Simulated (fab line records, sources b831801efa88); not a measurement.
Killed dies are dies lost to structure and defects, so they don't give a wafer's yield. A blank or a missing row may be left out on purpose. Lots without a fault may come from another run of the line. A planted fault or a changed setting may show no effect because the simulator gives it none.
A struck lot beside a sound one | flow sky130 | 14 steps out of a route of 708
Sound: wafers L490.2, L490.3, L490.5. Struck: wafers L495.3, L495.4, L495.6. The cause comes at the end.
At each step with rows: each side's tool, then ch and its chambers, then its first start. Under that, the readings that differ: sound wafers | struck wafers | difference of the means | sigmas: that difference in standard deviations of wafers without a fault.
alike: readings whose means differ by less than 2 such deviations, and words and numbers that are the same on both sides. not compared: withheld readings, readings that some wafer has no value for, bounds like >300 that may hide the same value, and numbers for which the record gives no deviation and whose values overlap.
The two part at a step that has a row with sigmas, a row that says differs or no value, or rows on one side only. Numbers that don't overlap but have no deviation are shown without sigmas and don't part them. A reading that every wafer of one side lacks parts them only if that side has two wafers or more.

first, 3 steps without rows for these wafers: SKY_METAL3_CLEAN_21 (cleans in IPA, time 180 s); SKY_METAL3_CLEAN_22 (cleans in O3/DIW); SKY_VIA3_HDPCVD_00 (deposits SiO2, target thk 1635 nm, time 272.5 s).
SKY_VIA3_THK_MEAS_01:
  sound on film_metro-02, day 39 08:05; struck on film_metro-01, day 40 21:46
  alike: VIA3_HDPCVD_THK
SKY_VIA3_CMP_02: polishes SiO2.
  sound on cmp-02 ch 0,3, day 39 08:08; struck on cmp-01 ch 0,1, day 40 21:48
  alike: motor_current_A, slurry_filter_dp_kPa
SKY_VIA3_BOW_MEAS_03:
  sound on film_metro-03, day 39 08:27; struck on film_metro-02, day 40 22:08
  alike: VIA3_BOW
then, 6 steps without rows for these wafers: SKY_VIA3_DEHYDRATE_04 (time 60 s); SKY_VIA3_HMDS_05 (prime time 60 s); SKY_VIA3_COAT_06 (resist thk 60 nm); SKY_VIA3_COAT_07 (resist thk 450 nm); SKY_VIA3_SOFTBAKE_08 (time 90 s); SKY_VIA3_EXPOSE_09 (exposes mask VIM3, target cd 200 nm).
SKY_VIA3_PEB_10:
  sound on litho_track-02 ch 0, day 40 08:00; struck on litho_track-02, day 41 21:00
  reading         | sound          | struck | difference                    | sigmas
  exhaust_pa (Pa) | 45.7 45.6 45.7 | - - -  | no value on the struck wafers |
  not compared: chill_plate_temp_C
then, 1 step without rows for these wafers: SKY_VIA3_DEVELOP_11 (develop time 60 s).

WHERE THEY PART
Only at SKY_VIA3_PEB_10, within this record.

WHY: what the simulator had put in
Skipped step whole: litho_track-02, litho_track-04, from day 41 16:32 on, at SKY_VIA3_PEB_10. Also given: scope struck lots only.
